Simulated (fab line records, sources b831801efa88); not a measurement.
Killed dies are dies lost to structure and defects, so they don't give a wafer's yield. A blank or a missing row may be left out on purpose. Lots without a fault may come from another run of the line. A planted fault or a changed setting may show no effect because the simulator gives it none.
fab line records | flow sky130
record lots=6 wafers=17 last_day=50
route steps=708 shown VT_ADJUST_LVTN@113 VT_ADJUST_NCORE@119 PAD_OPEN@708
lots that met no fault: from a run of the same line without faults
start_h: hours from the record's first day to the start of the lot's first wafer shown | wait_h: hours since the lot's step before | " the same as in the row above | L1.1+2: a row that stands for several wafers | - no value, or no start given | * or withheld: withheld | < > ~ a bound
route shown NAME@n: a module of which the file shows steps, and the number in the route of the first | usual: mean/standard deviation of fault-free wafers | same: alike in all rows | chamber/n: place in a boat | sites: the reading at each site | _std_site: their standard deviation | _edge_site: outer sites' mean less inner sites' | radius_mm: how far each site lies from the wafer's centre | mask NAME#n: copy n | behind: the tool/chamber that last shaped the wafer | hold: why the lot was held/for how many hours/how that ended | device: the transistor (n, p or np) that didn't switch | end of line: the same wafers' tests at the end of the route | a step without rows: its recipe alone | killed: dies lost to structure and defects at the first sort, not the wafer's yield | map: a wafer's dies, x killed, . not, _ none there
set.NAME: the setting as run; set.NAME@STEP: as run at that earlier step | model.NAME: the simulator's own value behind a step, which no gauge read
lots at some steps of the route; a table a step, a row a wafer
services: from which hour (start_h, from the record's first day; less than 0 if before it) a tool's chamber was out of use, for how many hours, and why
## steps
# step SKY_VT_ADJUST_LVTN_PEB_16
# recipe temp_c=withheld time_s=* resist=NOVOLAK
# step SKY_VT_ADJUST_LVTN_DEVELOP_17
# recipe resist=NOVOLAK developer=TMAH develop_time_s=60 dev_temp_c=23
# step SKY_VT_ADJUST_LVTN_OVL_MEAS_18
# usual VT_ADJUST_LVTN_01_OVL=0.7/1.2
# columns lot.wafer tool chamber start_h wait_h VT_ADJUST_LVTN_01_OVL[nm]
L537.1 overlay-02 - 195.03 0.1 0.2
L537.3 " - " " 1.0
L537.4 " - " " 0.3
L538.3 overlay-02 - 202.63 0.1 0.5
L538.4 " - " " 2.1
L538.5 " - " " -0.6
L539.2 overlay-01 - 207.38 0.1 0.2
L539.5 " - " " 1.6
L539.6 " - " " -0.6
L544.1 overlay-02 - 233.02 0.1 2.5
L544.6 " - " " 1.1
L552.1 overlay-01 - 289.47 0.1 2.1
L552.4 " - " " 1.9
L552.5 " - " " 0.2
L556.2 overlay-02 - 312.17 0.1 1.8
L556.4 " - " " 0.1
L556.6 " - " " 2.7
# step SKY_VT_ADJUST_LVTN_IMPLANT_19
# recipe species=B energy_kev=30 dose_cm2=6.5e+11 tilt_deg=withheld
# step SKY_VT_ADJUST_LVTN_STRIP_20
# recipe chemistry=O2/N2 power_w=1400 pressure_mtorr=1500 platen_temp_c=withheld o2_flow_sccm=3000 n2_flow_sccm=300 overash_fraction=0.5
# usual drypump_motor_current_A=5.8/0.6 n2_flow_sccm=299.9/0.88 o2_flow_sccm=2999/8.2 oes_product_au=0.716/0.0043 strip_time_to_endpoint_s=14.16/0.034
# columns lot.wafer tool chamber start_h wait_h drypump_motor_current_A n2_flow_sccm o2_flow_sccm oes_product_au rf_hours_counter_h strip_time_to_endpoint_s
L537.1 plasma_asher-03 1 195.21 0.1 5.8 300.5 2998 0.721 48 14.15
L537.3 " 0 " " 6.1 299.0 2995 0.725 - 14.13
L537.4 " 1 " " 5.8 300.2 3000 0.718 - 14.17
L538.3 plasma_asher-01 1 202.99 0.1 5.3 300.5 3003 0.714 - 14.16
L538.4 " 0 " " 5.9 299.5 3005 0.714 - 14.14
L538.5 " 1 " " 5.3 301.0 2996 0.719 - 14.16
L539.2 plasma_asher-03 0 207.56 0.1 6.1 298.2 2998 0.710 49 14.22
L539.5 " 1 " " 5.8 300.0 2999 0.712 - 14.17
L539.6 " 0 " " 6.1 299.7 3011 0.718 - 14.20
L544.1 plasma_asher-04 0 233.20 0.1 6.7 299.5 3011 0.711 41 14.15
L544.6 " 0 " " 6.7 298.8 3015 0.719 - 14.14
L552.1 plasma_asher-01 0 289.68 0.1 6.0 298.7 3003 0.717 18 14.05
L552.4 " 1 " " 5.3 300.7 2994 0.722 - 14.12
L552.5 " 1 " " 5.3 299.8 2987 0.713 - 14.09
L556.2 plasma_asher-04 0 312.35 0.1 6.7 300.3 2980 0.710 49 14.17
L556.4 " 0 " " 6.7 301.0 2994 0.710 - 14.20
L556.6 " 1 " " 5.0 300.1 3013 0.717 - 14.17
# step SKY_VT_ADJUST_LVTN_TW_MEAS_21
# usual VT_ADJUST_LVTN_2_TW=188.9/1.1
# columns lot.wafer tool chamber start_h wait_h VT_ADJUST_LVTN_2_TW
L537.1 film_metro-02 - 195.31 0.1 188.9
L537.3 " - " " 189.3
L537.4 " - " " 190.2
L538.3 film_metro-02 - 203.07 0.1 188.5
L538.4 " - " " 188.2
L538.5 " - " " 188.9
L539.2 film_metro-03 - 207.67 0.1 187.4
L539.5 " - " " 187.7
L539.6 " - " " 188.2
L544.1 film_metro-02 - 233.30 0.1 188.9
L544.6 " - " " 188.9
L552.1 film_metro-02 - 289.78 0.1 189.2
L552.4 " - " " 191.3
L552.5 " - " " 190.0
L556.2 film_metro-04 - 312.46 0.1 189.2
L556.4 " - " " 190.2
L556.6 " - " " 189.1
# step SKY_VT_ADJUST_NCORE_DEHYDRATE_00
# recipe temp_c=200 time_s=60
# step SKY_VT_ADJUST_NCORE_HMDS_01
# recipe prime_time_s=60 prime_temp_c=120
# step SKY_VT_ADJUST_NCORE_COAT_02
# recipe resist=NOVOLAK spin_rpm=3000 resist_thk_nm=1140
# step SKY_VT_ADJUST_NCORE_SOFTBAKE_03
# recipe temp_c=90 time_s=60 resist=NOVOLAK
# step SKY_VT_ADJUST_NCORE_EXPOSE_04
# recipe mask_id=LVTN_COMPLEMENT_THIN na=0.6 source_shape=conventional sigma_outer=0.6 polarization=unpolarized target_cd_nm=380 dose_mj=139
# step SKY_VT_ADJUST_NCORE_PEB_05
# recipe temp_c=withheld time_s=* resist=NOVOLAK
# step SKY_VT_ADJUST_NCORE_DEVELOP_06
# recipe resist=NOVOLAK developer=TMAH develop_time_s=60 dev_temp_c=23
# columns lot.wafer tool chamber start_h wait_h
L537.1+3+4 litho_track-04 0 216.07 0.1
L538.3+4+5 litho_track-04 0 225.12 0.1
L539.2+5+6 litho_track-02 0 229.35 0.1
L544.1+6 litho_track-02 0 255.27 0.1
L552.1+4+5 litho_track-04 0 311.71 0.1
L556.2+4+6 litho_track-02 0 338.85 0.1
# step SKY_VT_ADJUST_NCORE_CD_MEAS_07
# recipe target_cd_nm=380
# usual cd_nm=380.0/2.6
# columns lot.wafer tool chamber start_h wait_h cd_nm
L537.1 cd_sem-01 - 216.22 0.1 376.9
L537.3 " - " " 375.6
L537.4 " - " " 377.0
L538.3 cd_sem-02 - 225.26 0.1 380.7
L538.4 " - " " 381.7
L538.5 " - " " 380.8
L539.2 cd_sem-02 - 229.49 0.1 378.7
L539.5 " - " " 389.6
L539.6 " - " " 381.4
L544.1 cd_sem-02 - 255.42 0.1 392.6
L544.6 " - " " 383.6
L552.1 cd_sem-01 - 311.86 0.1 378.6
L552.4 " - " " 378.1
L552.5 " - " " 378.9
L556.2 cd_sem-02 - 339.01 0.1 381.9
L556.4 " - " " 381.7
L556.6 " - " " 382.5
# step SKY_VT_ADJUST_NCORE_OVL_MEAS_08
# usual VT_ADJUST_NCORE_OVL=2.1/1.4
# columns lot.wafer tool chamber start_h wait_h VT_ADJUST_NCORE_OVL[nm]
L537.1 overlay-01 - 216.34 0.1 2.5
L537.3 " - " " 2.9
L537.4 " - " " 4.4
L538.3 overlay-01 - 225.35 0.1 3.2
L538.4 " - " " 0.7
L538.5 " - " " 1.8
L539.2 overlay-01 - 229.60 0.1 0.9
L539.5 " - " " 3.7
L539.6 " - " " 3.5
L544.1 overlay-01 - 255.54 0.1 2.4
L544.6 " - " " 4.2
L552.1 overlay-01 - 311.98 0.1 2.3
L552.4 " - " " 2.1
L552.5 " - " " 1.4
L556.2 overlay-01 - 339.12 0.1 4.1
L556.4 " - " " 2.9
L556.6 " - " " 3.1
# step SKY_PAD_OPEN_PROBE_99
# usual killed_at_M0_to_M3=42/6.1 killed_at_M4_up=3.3/1.7 killed_at_contacts=25/5.4 killed_at_front_end=16/4.6 killed_at_other=0.4/0.55 killed_dies=87/8.8 killed_on_rim=18/3.6 killed_open=47/7.1 killed_short=40/5.8
# same gross_dies=492 killed_at_back_side=0
# columns lot.wafer tool chamber start_h wait_h killed_at_M0_to_M3 killed_at_M4_up killed_at_contacts killed_at_front_end killed_at_other killed_dies killed_on_rim killed_open killed_short
L537.1 prober-02 - 1110.62 0.1 45 3 22 19 0 89 21 52 37
L537.3 prober-02 - 1110.72 0.2 37 1 19 19 0 76 19 45 31
L537.4 prober-02 - 1110.77 0.2 50 6 23 16 0 95 24 60 35
L538.3 prober-02 - 1112.28 0.2 39 6 23 13 0 81 16 41 40
L538.4 prober-02 - 1112.33 0.2 37 2 22 20 0 81 22 49 32
L539.2 prober-02 - 1115.94 0.1 25 1 30 18 0 74 14 41 32
L539.5 prober-02 - 1116.09 0.2 45 5 23 23 1 97 23 56 41
L539.6 prober-02 - 1116.14 0.2 45 1 38 16 1 101 22 53 46
L544.1 prober-02 - 1138.55 0.1 45 4 35 19 1 104 20 58 45
L544.6 prober-02 - 1138.80 0.2 50 5 20 17 0 92 20 50 42
L552.1 prober-01 - 1176.05 0.1 33 2 21 17 0 73 8 32 41
L552.4 prober-01 - 1176.20 0.2 40 6 28 10 0 84 20 47 35
L552.5 prober-01 - 1176.25 0.2 45 4 21 25 0 95 18 42 53
L556.2 prober-01 - 1191.50 0.1 47 4 24 12 1 88 16 54 33
L556.4 prober-01 - 1191.60 0.2 39 1 18 15 0 73 15 45 27
L556.6 prober-01 - 1191.70 0.2 41 4 16 21 0 82 14 47 35
# killed by level:class
L537.1 CONTACT:geometric_particle:open=12 VIA1:geometric_particle:open=9 VIA2:geometric_particle:open=9 VIA3:geometric_particle:open=9 FIELD_ISO:geometric_particle:short=6 POLY_GATE:geometric_particle:short=6 POLY_GATE:geometric_particle:open=5 VIA1:geometric_particle:short=5
L537.3 VIA1:geometric_particle:open=12 CONTACT:geometric_particle:open=8 VIA1:geometric_particle:short=7 CONTACT:geometric_particle:short=5 VIA2:geometric_particle:open=5 VIA3:geometric_particle:open=5 POLY_GATE:geometric_particle:short=4 LI_CONTACT:geometric_particle:open=4
L537.4 VIA1:geometric_particle:open=17 CONTACT:geometric_particle:open=8 LI_CONTACT:geometric_particle:open=8 VIA3:geometric_particle:open=6 POLY_GATE:geometric_particle:short=5 VIA1:geometric_particle:short=5 METAL1:geometric_particle:short=5 VIA2:geometric_particle:open=5
L538.3 VIA1:geometric_particle:open=10 VIA2:geometric_particle:open=9 CONTACT:geometric_particle:open=9 FIELD_ISO:geometric_particle:short=6 METAL4:geometric_particle:short=6 LI_CONTACT:geometric_particle:short=4 METAL2:geometric_particle:short=4 METAL3:geometric_particle:short=4
L538.4 VIA1:geometric_particle:open=12 POLY_GATE:geometric_particle:short=9 CONTACT:geometric_particle:open=8 VIA2:geometric_particle:open=8 LI_CONTACT:geometric_particle:open=6 LOCAL_INTERCONNECT:geometric_particle:short=6 VIA3:geometric_particle:open=6 POLY_GATE:geometric_particle:open=5
L539.2 CONTACT:geometric_particle:open=12 VIA1:geometric_particle:open=9 LI_CONTACT:geometric_particle:open=6 LI_CONTACT:geometric_particle:short=5 CONTACT:geometric_particle:short=5 VIA2:geometric_particle:open=5 POLY_GATE:geometric_particle:short=4 FIELD_ISO:geometric_particle:short=3
L539.5 VIA1:geometric_particle:open=11 LI_CONTACT:geometric_particle:open=10 CONTACT:geometric_particle:open=9 POLY_GATE:geometric_particle:short=8 VIA2:geometric_particle:open=8 VIA3:geometric_particle:open=7 FIELD_ISO:geometric_particle:open=5 VIA1:geometric_particle:short=5
L539.6 LI_CONTACT:geometric_particle:open=12 VIA1:geometric_particle:open=12 CONTACT:geometric_particle:open=9 VIA2:geometric_particle:open=7 LOCAL_INTERCONNECT:geometric_particle:short=6 METAL2:geometric_particle:short=6 POLY_GATE:geometric_particle:open=5 LI_CONTACT:geometric_particle:short=5
L544.1 VIA1:geometric_particle:open=13 CONTACT:geometric_particle:short=10 LI_CONTACT:geometric_particle:open=10 CONTACT:geometric_particle:open=9 VIA3:geometric_particle:open=6 FIELD_ISO:geometric_particle:open=5 POLY_GATE:geometric_particle:open=5 VIA2:geometric_particle:open=5
L544.6 VIA1:geometric_particle:open=10 CONTACT:geometric_particle:open=9 METAL1:geometric_particle:short=8 METAL2:geometric_particle:short=8 VIA2:geometric_particle:open=7 FIELD_ISO:geometric_particle:open=6 LI_CONTACT:geometric_particle:open=5 METAL4:geometric_particle:short=5
L552.1 VIA1:geometric_particle:open=9 FIELD_ISO:geometric_particle:open=6 CONTACT:geometric_particle:short=6 LI_CONTACT:geometric_particle:open=6 VIA1:geometric_particle:short=6 METAL2:geometric_particle:short=5 FIELD_ISO:geometric_particle:short=4 LI_CONTACT:geometric_particle:short=4
L552.4 CONTACT:geometric_particle:open=9 VIA1:geometric_particle:open=8 VIA2:geometric_particle:open=7 VIA3:geometric_particle:open=7 LI_CONTACT:geometric_particle:short=6 CONTACT:geometric_particle:short=6 VIA2:geometric_particle:short=6 LI_CONTACT:geometric_particle:open=5
L552.5 VIA1:geometric_particle:open=10 POLY_GATE:geometric_particle:short=8 LI_CONTACT:geometric_particle:open=7 METAL1:geometric_particle:short=7 FIELD_ISO:geometric_particle:open=6 METAL2:geometric_particle:short=6 FIELD_ISO:geometric_particle:short=5 VIA1:geometric_particle:short=5
L556.2 CONTACT:geometric_particle:open=14 VIA3:geometric_particle:open=11 VIA1:geometric_particle:open=11 VIA3:geometric_particle:short=6 LI_CONTACT:geometric_particle:open=5 VIA2:geometric_particle:open=5 METAL2:geometric_particle:short=5 LI_CONTACT:geometric_particle:short=4
L556.4 LI_CONTACT:geometric_particle:open=10 VIA2:geometric_particle:open=8 VIA3:geometric_particle:open=8 FIELD_ISO:geometric_particle:open=5 CONTACT:geometric_particle:open=5 VIA1:geometric_particle:open=4 METAL2:geometric_particle:short=4 FIELD_ISO:geometric_particle:short=3
L556.6 VIA1:geometric_particle:open=9 FIELD_ISO:geometric_particle:open=7 VIA3:geometric_particle:open=7 VIA2:geometric_particle:open=6 CONTACT:geometric_particle:short=5 LI_CONTACT:geometric_particle:open=5 VIA3:geometric_particle:short=5 METAL1:geometric_particle:short=4
## services
# columns tool chamber start_h hours kind
plasma_asher-01 - 260.79 1.0 repair
litho_track-02 - 309.27 - consumable_replace:filter
plasma_asher-01 - 310.17 1.4 repair
litho_track-02 - 330.72 - consumable_replace:filter
## key
first_sign step=SKY_VT_ADJUST_NCORE_CD_MEAS_07 reading=cd_nm direction=up sigmas=4.2 usual=380.0 struck=391.1
effect none on later readings
met_at SKY_VT_ADJUST_NCORE_DEVELOP_06
struck_wafers L539.5,L544.1
tester_left_out L539,L544
fault kind=process_parameter_drift tool=litho_track-02 chamber=- onset_h=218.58 steps=SKY_VT_ADJUST_NCORE_DEVELOP_06 channel=develop_time_s offset=* shape=step end_h=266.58 scope=struck_wafers_only acts_in=* stated=*
# tester_left_out: of these lots the tester's yield and bins aren't shown, on N5 and GAA mostly nor the transistor test; their killed dies are dies lost to structure and defects alone, not to doping, threshold or leakage, so they don't give the yield
